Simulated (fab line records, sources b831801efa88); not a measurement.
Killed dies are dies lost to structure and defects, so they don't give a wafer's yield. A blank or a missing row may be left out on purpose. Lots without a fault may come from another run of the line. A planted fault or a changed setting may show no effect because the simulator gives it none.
Which tool did it? | flow sfq_line | 13 lots, 39 wafers sampled, at 1 step of a route of 325

WHAT THE GAUGES READ, wafer by wafer
The record holds no reading of a measuring or inspecting step that can be judged against a usual standard deviation.

WHICH TOOL RAN EACH LOT (tool, then ch and the chambers of the sampled wafers, then the start)
lot  | SFQ_TRILAYER_JJ_TRILAYER_DEP_SPUTTER_109
L729 | pvd_sputter-03, day 59 12:13
L731 | pvd_sputter-04, day 60 15:13
L732 | pvd_sputter-04, day 60 19:53
L733 | pvd_sputter-04, day 61 09:27
L737 | pvd_sputter-06, day 62 11:51
L740 | pvd_sputter-04, day 63 10:39
L743 | pvd_sputter-06, day 64 13:06
L745 | pvd_sputter-06, day 65 21:09
L747 | pvd_sputter-06, day 66 17:14
L749 | pvd_sputter-03, day 67 14:43
L750 | pvd_sputter-06, day 67 16:31
L751 | pvd_sputter-03, day 67 18:55
L752 | pvd_sputter-06, day 67 21:19
- SFQ_TRILAYER_JJ_TRILAYER_DEP_SPUTTER_109: material Nb, target thk 150 nm, time 100 s.

WHAT THE TOOLS THEMSELVES READ (means of the sampled wafers that have a number; where no wafer has one, the mark that the record gives instead)
SFQ_TRILAYER_JJ_TRILAYER_DEP_SPUTTER_109. Usual: cathode_dc_power_W 2000.0 W, standard deviation 0.37; throttle_valve_pct 29.9 %, standard deviation 0.93.
lot  | tool           | cathode_dc_power_W (W) | throttle_valve_pct (%) | flag
L729 | pvd_sputter-03 | 1999.9                 | 30.3                   |
L731 | pvd_sputter-04 | 2000.2                 | 29.6                   |
L732 | pvd_sputter-04 | 1999.9                 | 29.8                   |
L733 | pvd_sputter-04 | 2000.0                 | 29.5                   |
L737 | pvd_sputter-06 | 1999.9                 | 29.3                   |
L740 | pvd_sputter-04 | 2019.6                 | 28.8                   | OFF
L743 | pvd_sputter-06 | 1999.9                 | 30.9                   |
L745 | pvd_sputter-06 | 1999.7                 | 30.9                   |
L747 | pvd_sputter-06 | 1999.8                 | 30.4                   |
L749 | pvd_sputter-03 | 1999.7                 | 30.0                   |
L750 | pvd_sputter-06 | 2000.0                 | 30.3                   |
L751 | pvd_sputter-03 | 1999.8                 | 30.7                   |
L752 | pvd_sputter-06 | 1999.9                 | 29.7                   |

THE ANSWER, worked out from the rows above alone
Rule: a lot is off if the mean of its wafers that have a number lies more than 3 standard deviations from the usual mean. A lot without any number at a reading at which 4 lots or more have one is off too. The other lots that the step has rows for count as sound. The gauges are gone through in route order, then the tools' own readings, and for those a lot's mean is taken as printed above. The first step at which some lot is off is used, and at that step the reading that is off furthest; a lot without a number counts as furthest.
Off: L740, at SFQ_TRILAYER_JJ_TRILAYER_DEP_SPUTTER_109 (cathode_dc_power_W).
A tool fits if, at that step or a process step before it, it ran every lot that is off, and no sound lot after the first of them. One fits: pvd_sputter-04 at SFQ_TRILAYER_JJ_TRILAYER_DEP_SPUTTER_109. Its last sound lot is L733 (day 61 09:27), its first lot that is off L740 (day 63 10:39): a fault that began between those two fits.
The tool's own readings at SFQ_TRILAYER_JJ_TRILAYER_DEP_SPUTTER_109 bear it out: on the lots that are off they differ by more than 5 times the standard deviation of the sound lots' means. cathode_dc_power_W reads 2019.6 W there against 1999.9 W on the sound lots.

WHAT THE SIMULATOR HAD PUT IN
Process parameter drift: pvd_sputter-04, from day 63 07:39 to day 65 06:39, at SFQ_TRILAYER_JJ_TRILAYER_DEP_SPUTTER_109. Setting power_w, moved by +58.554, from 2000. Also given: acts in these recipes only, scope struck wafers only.
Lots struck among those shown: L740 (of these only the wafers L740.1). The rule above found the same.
